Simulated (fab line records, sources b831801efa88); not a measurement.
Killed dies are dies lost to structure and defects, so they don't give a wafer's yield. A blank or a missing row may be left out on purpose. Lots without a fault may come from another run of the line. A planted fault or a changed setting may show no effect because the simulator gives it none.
Which tool did it? | flow sky130 | 13 lots, 39 wafers sampled, at 4 steps of a route of 708

WHAT THE GAUGES READ, wafer by wafer
SKY_FIELD_ISO_CD_MEAS_13: target cd 150 nm.
lot  | measured    | on        | cd_nm (nm)
L256 | day 2 05:32 | cd_sem-02 | 147.8 147.6 147.3
L257 | day 2 10:21 | cd_sem-02 | 149.8 151.5 150.4
L258 | day 2 14:49 | cd_sem-02 | 149.8 150.0 150.1
L259 | day 2 21:00 | cd_sem-01 | 150.7 151.4 149.1
L260 | day 3 02:29 | cd_sem-02 | 153.4 152.0 151.9
L262 | day 3 14:12 | cd_sem-02 | 151.9 150.5 151.9
L263 | day 3 18:43 | cd_sem-02 | 149.8 149.1 147.8
L267 | day 4 13:42 | cd_sem-01 | 149.1 149.5 149.5
L268 | day 4 22:14 | cd_sem-02 | 149.9 148.9 149.6
L274 | day 6 03:15 | cd_sem-02 | 150.3 150.6 151.3
L275 | day 6 09:34 | cd_sem-01 | 149.1 148.6 149.7
L277 | day 6 19:04 | cd_sem-01 | 150.4 150.6 150.7
L278 | day 6 23:20 | cd_sem-01 | 148.8 148.7 150.9

SKY_FIELD_ISO_THK_MEAS_23.
lot  | measured    | on            | FIELD_ISO_OXIDATION_01_THK (nm)
L256 | day 2 08:28 | film_metro-02 | 9.98 9.97 9.88
L257 | day 2 14:04 | film_metro-02 | 10.05 10.16 10.10
L258 | day 2 18:45 | film_metro-02 | 10.03 10.12 10.09
L259 | day 2 22:50 | film_metro-04 | 9.95 9.69 9.65
L260 | day 3 04:19 | film_metro-04 | 9.99 9.94 10.13
L262 | day 3 17:03 | film_metro-01 | 10.16 10.13 10.05
L263 | day 3 20:58 | film_metro-01 | 9.60 9.68 9.55
L267 | day 4 18:09 | film_metro-04 | 9.97 9.94 9.92
L268 | day 5 01:07 | film_metro-01 | 10.08 9.81 9.97
L274 | day 6 05:11 | film_metro-01 | 10.28 10.12 10.24
L275 | day 6 11:50 | film_metro-01 | 10.48 10.36 10.48
L277 | day 6 21:20 | film_metro-02 | 10.33 10.24 10.42
L278 | day 7 01:11 | film_metro-04 | 10.33 10.22 10.10

SKY_VT_ADJUST_PCH_OVL_MEAS_07.
lot  | measured     | on         | VT_ADJUST_PCH_OVL (nm)
L256 | day 10 20:31 | overlay-01 | -0.8 -1.5 0.0
L257 | day 11 03:17 | overlay-01 | -0.7 -0.6 -1.2
L258 | day 11 07:40 | overlay-01 | 1.8 -0.2 -0.2
L259 | day 11 16:06 | overlay-01 | -3.7 -1.1 -1.4
L260 | day 11 21:44 | overlay-01 | -0.9 0.4 -1.3
L262 | day 12 15:47 | overlay-02 | 0.5 0.1 -1.6
L263 | day 12 22:24 | overlay-02 | -0.3 1.3 1.2
L267 | day 14 13:38 | overlay-01 | -0.7 -1.1 -0.7
L268 | day 14 23:36 | overlay-02 | 0.0 2.2 -0.1
L274 | day 16 16:52 | overlay-01 | -1.3 -1.7 -1.8
L275 | day 17 02:41 | overlay-02 | -1.0 1.7 -0.5
L277 | day 17 17:12 | overlay-01 | -1.1 -1.7 -0.2
L278 | day 17 23:41 | overlay-02 | 2.9 0.7 0.7

WHICH TOOL RAN EACH LOT (tool, then ch and the chambers of the sampled wafers, then the start)
lot  | SKY_FIELD_ISO_ETCH_14
L256 | rie_diel-01 ch 1,3, day 2 05:39
L257 | rie_diel-03 ch 0,1,2, day 2 10:28
L258 | rie_diel-04 ch 0,2,3, day 2 14:54
L259 | rie_diel-04 ch 2,3, day 2 21:07
L260 | rie_diel-03 ch 0,2,3, day 3 02:36
L262 | rie_diel-04 ch 0,1,3, day 3 14:18
L263 | rie_diel-01 ch 0,2, day 3 18:50
L267 | rie_diel-03 ch 1,3, day 4 13:47
L268 | rie_diel-03 ch 1,2, day 4 22:21
L274 | rie_diel-04 ch 2,3, day 6 03:22
L275 | rie_diel-04 ch 0,2, day 6 09:41
L277 | rie_diel-04 ch 0,1,2, day 6 19:08
L278 | rie_diel-01 ch 1,2,3, day 6 23:27
- SKY_FIELD_ISO_ETCH_14: etches BARC in N2/H2, stops on SiO2, time 45.9 s, target depth 60 nm.

WHAT THE TOOLS THEMSELVES READ (means of the sampled wafers that have a number; where no wafer has one, the mark that the record gives instead)
SKY_FIELD_ISO_ETCH_14.
lot  | tool        | bias_w (W) | drypump_motor_current_A (A) | oes_product_au (a.u.) | rf_fwd_power_W (W) | throttle_valve_pct (%)
L256 | rie_diel-01 | 100.00     | 6.1                         | 0.850                 | 497.4              | 13.229
L257 | rie_diel-03 | 99.90      | 5.7                         | 0.857                 | 494.8              | 13.234
L258 | rie_diel-04 | 99.82      | 6.1                         | 0.859                 | 494.0              | 13.229
L259 | rie_diel-04 | 99.97      | 6.0                         | 0.853                 | 495.2              | 13.211
L260 | rie_diel-03 | 100.11     | 5.6                         | 0.854                 | 495.4              | 13.220
L262 | rie_diel-04 | 100.01     | 6.0                         | 0.857                 | 497.2              | 13.216
L263 | rie_diel-01 | 99.63      | 6.1                         | 0.858                 | 495.4              | 13.225
L267 | rie_diel-03 | 99.87      | 5.3                         | 0.858                 | 414.0              | 13.226
L268 | rie_diel-03 | 100.54     | 5.5                         | 0.856                 | 412.2              | 13.228
L274 | rie_diel-04 | 100.23     | 5.5                         | 0.859                 | 496.4              | 13.218
L275 | rie_diel-04 | 99.93      | 6.6                         | 0.862                 | 493.0              | 13.227
L277 | rie_diel-04 | 100.22     | 6.6                         | 0.853                 | 494.2              | 13.236
L278 | rie_diel-01 | 100.23     | 6.1                         | 0.858                 | 496.5              | 13.216

THE ANSWER, worked out from the rows above alone
Rule: what is usual is taken from the lots themselves. Put in order of their means at a reading, lots are off if they are a third of the lots or fewer, leave a main group of 4 or more, and stand apart from it by a gap of 3 or more times the standard deviation of the main group's means; of several such gaps the widest counts. A main group whose means are all the same, to the digits that the tables above print for the reading, isn't used. A lot without any number at a reading at which 4 lots or more have one is off too. The other lots that the step has rows for count as sound. The gauges are gone through in route order, then the tools' own readings, and for those a lot's mean is taken as printed above. The first step at which some lot is off is used, and at that step the reading that is off furthest; a lot without a number counts as furthest.
Off: L267, L268, at SKY_FIELD_ISO_ETCH_14 (rf_fwd_power_W). The main group: mean 495.4 W, standard deviation 1.3.
A tool fits if, at that step or a process step before it, it ran every lot that is off, and no sound lot after the first of them. One fits: rie_diel-03 at SKY_FIELD_ISO_ETCH_14. Its last sound lot is L260 (day 3 02:36), its first lot that is off L267 (day 4 13:47): a fault that began between those two fits.
The tool's own readings at SKY_FIELD_ISO_ETCH_14 bear it out: on the lots that are off they differ by more than 5 times the standard deviation of the sound lots' means. rf_fwd_power_W reads 413.1 W there against 495.4 W on the sound lots.

WHAT THE SIMULATOR HAD PUT IN
Process parameter drift: rie_diel-03, from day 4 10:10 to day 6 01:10, at SKY_FIELD_ISO_ETCH_14. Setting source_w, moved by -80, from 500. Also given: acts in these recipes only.
Lots struck among those shown: L267, L268. The rule above found the same.
